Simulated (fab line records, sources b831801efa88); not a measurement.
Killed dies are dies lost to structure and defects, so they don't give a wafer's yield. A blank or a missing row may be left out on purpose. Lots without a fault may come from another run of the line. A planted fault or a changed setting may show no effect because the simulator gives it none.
Chamber matching | flow sky130 | SKY_VIA2_CMP_24 on cmp-02: 4 sister chambers
The step polishes, stops on SiO2, t overpolish 20 s, target thk 0 nm. 8 wafers are shown with their chamber, then 12 later ones without.

WAFERS WITH THEIR CHAMBER
wafer  | chamber | motor_current_A (A) | time_to_endpoint_s (s)
L086.4 | 1       | 12.0                | 111
L087.5 | 1       | 12.2                | 113
L089.5 | 3       | 10.0                | 99
L094.3 | 0       | 9.6                 | 101
L094.6 | 3       | 9.3                 | 101
L095.1 | 0       | 9.8                 | 96
L095.3 | 2       | 13.1                | 99
L095.5 | 2       | 12.4                | 102

WAFERS WITHOUT THEIR CHAMBER
wafer  | motor_current_A (A) | time_to_endpoint_s (s)
L095.2 | 12.4                | 104
L095.4 | 9.5                 | 98
L095.6 | 10.0                | 96
L096.1 | 12.1                | 109
L096.2 | 12.3                | 102
L096.4 | 10.2                | 96
L096.3 | 9.9                 | 104
L096.5 | 12.7                | 101
L096.6 | 9.8                 | 101
L097.1 | 12.5                | 99
L097.2 | 9.2                 | 94
L097.5 | 12.1                | 106

WHICH CHAMBER EACH WENT THROUGH
wafer  | from the rows above     | in truth
L095.2 | can't be placed: 2 or 1 | 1
L095.4 | can't be placed: 0 or 3 | 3
L095.6 | can't be placed: 0 or 3 | 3
L096.1 | 1                       | 1
L096.2 | 2                       | 2
L096.4 | can't be placed: 0 or 3 | 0
L096.3 | can't be placed: 3 or 0 | 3
L096.5 | 2                       | 2
L096.6 | can't be placed: 3 or 0 | 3
L097.1 | 2                       | 2
L097.2 | can't be placed: 0 or 3 | 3
L097.5 | can't be placed: 1 or 2 | 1
Placed correctly: 4 of 12. Can't be placed from these rows: 8 (the true chamber is among the candidates in 8). Placed wrongly: 0.
How it was worked out, from the rows above alone: a wafer's distance from a chamber is the root of the sum, over the readings, of the square of ((its reading less the chamber's mean) divided by the reading's scatter). The wafer belongs to the nearest chamber; if the next one is less than 2 further off, it can't be placed. A chamber's mean is the mean of its shown wafers. The scatter: the root of (the sum of the squares of (reading less its chamber's mean) over the shown wafers, divided by (wafers less chambers)).
